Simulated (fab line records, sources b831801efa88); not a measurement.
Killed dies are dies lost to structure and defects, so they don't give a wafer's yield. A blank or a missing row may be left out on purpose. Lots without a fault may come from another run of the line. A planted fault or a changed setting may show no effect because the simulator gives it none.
One fault seen from 2 desks | flow sky130 | each desk has only its own numbers; what lay behind them comes last

THE TOOL OWNER'S DESK: pvd_sputter-04
The tool's own readings at SKY_METAL2_SPUTTER_03 (material Ti, target thk 5 nm, time 3.3 s): means of the sampled wafers that have a number, for each lot that ran on this tool. A lot is out of limits, marked OUT, if its mean lies more than 4 standard deviations from the usual mean; the brackets give that distance.
Columns: A = cathode_dc_power_W at SKY_METAL2_SPUTTER_03, usual 3000.1 W; B = throttle_valve_pct at SKY_METAL2_SPUTTER_03, usual 30.4 %
lot  | first seen here | A                        | B
L316 | day 36 08:52    | 2999.8                   | 30.4
L325 | day 38 11:32    | 3248.4 (+99 or more) OUT | 30.3
L330 | day 39 23:47    | 3249.0 (+99 or more) OUT | 30.0
L333 | day 42 17:36    | 2999.9                   | 30.2
This desk's finding: out of limits on L325, L330; first on L325, day 38 11:32 (cathode_dc_power_W at SKY_METAL2_SPUTTER_03). In limits: L316, L333.

THE METROLOGY DESK
What the gauges read, lot by lot, whatever tool the lot ran on: means of the sampled wafers that have a number. A lot is out of limits, marked OUT, if its mean lies more than 4 standard deviations from the usual mean; the brackets give that distance.
Columns: A = VIA1_W_RS at SKY_VIA1_RS_MEAS_22, usual 0.430 ohm/sq; B = VIA1_W_THK at SKY_VIA1_THK_MEAS_23, usual 271 nm
lot  | first seen here | A     | B
L316 | day 36 08:13    | 0.426 | 273
L317 | day 36 09:01    | 0.433 | 266
L325 | day 38 10:59    | 0.434 | 270
L330 | day 39 23:14    | 0.425 | 276
L332 | day 40 13:57    | 0.428 | 270
L333 | day 42 17:01    | 0.432 | 270
This desk's finding: nothing out of limits on any of the 6 lots.

PUT TOGETHER
The tool owner's desk could have raised an alarm at day 38 11:32, on L325, L330.
The metrology desk saw nothing out of limits.
The metrology desk has L325, L330 on record, within its limits.
Of the lots named, all ran SKY_METAL2_SPUTTER_03 on pvd_sputter-04.

WHAT THE SIMULATOR HAD PUT IN
Process parameter drift: pvd_sputter-04, from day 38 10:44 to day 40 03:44, at SKY_METAL2_SPUTTER_03. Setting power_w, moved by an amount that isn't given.
Lots struck among those shown: L325, L330.
Hours from the fault's start to each desk's first reading out of limits: the tool owner's desk, 1.
